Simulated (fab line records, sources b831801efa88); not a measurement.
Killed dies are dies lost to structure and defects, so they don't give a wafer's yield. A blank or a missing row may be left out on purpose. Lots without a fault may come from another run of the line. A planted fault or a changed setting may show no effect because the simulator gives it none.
Which tool did it? | flow sky130 | 6 lots, 18 wafers sampled, at 1 step of a route of 708

WHAT THE GAUGES READ, wafer by wafer
SKY_SONOS_ONO_CD_MEAS_13: target cd 410 nm.
lot  | measured     | on        | cd_nm (nm)
L975 | day 12 21:23 | cd_sem-01 | 406.7 408.7 407.9
L977 | day 13 14:53 | cd_sem-02 | 406.7 406.8 407.2
L979 | day 14 12:05 | cd_sem-01 | 409.9 408.0 410.2
L981 | day 15 04:29 | cd_sem-02 | 409.6 409.7 410.9
L986 | day 17 00:12 | cd_sem-02 | 417.0 414.7 415.4
L996 | day 20 08:39 | cd_sem-02 | 407.7 407.7 408.3

WHICH TOOL RAN EACH LOT (tool, then ch and the chambers of the sampled wafers, then the start)
The record holds no process step before these readings.

THE ANSWER, worked out from the rows above alone
Rule: what is usual is taken from the lots themselves. Put in order of their means at a reading, lots are off if they are a third of the lots or fewer, leave a main group of 4 or more, and stand apart from it by a gap of 3 or more times the standard deviation of the main group's means; of several such gaps the widest counts. A main group whose means are all the same, to the digits that the tables above print for the reading, isn't used. A lot without any number at a reading at which 4 lots or more have one is off too. The other lots that the step has rows for count as sound.
Off: L986, at SKY_SONOS_ONO_CD_MEAS_13 (cd_nm). The main group: mean 408.4 nm, standard deviation 1.2.
A tool fits if, at a process step before that reading, it ran every lot that is off, and no sound lot after the first of them. The gauges at SKY_SONOS_ONO_CD_MEAS_13 are tried like those tools. None of those tried fits.

WHAT THE SIMULATOR HAD PUT IN
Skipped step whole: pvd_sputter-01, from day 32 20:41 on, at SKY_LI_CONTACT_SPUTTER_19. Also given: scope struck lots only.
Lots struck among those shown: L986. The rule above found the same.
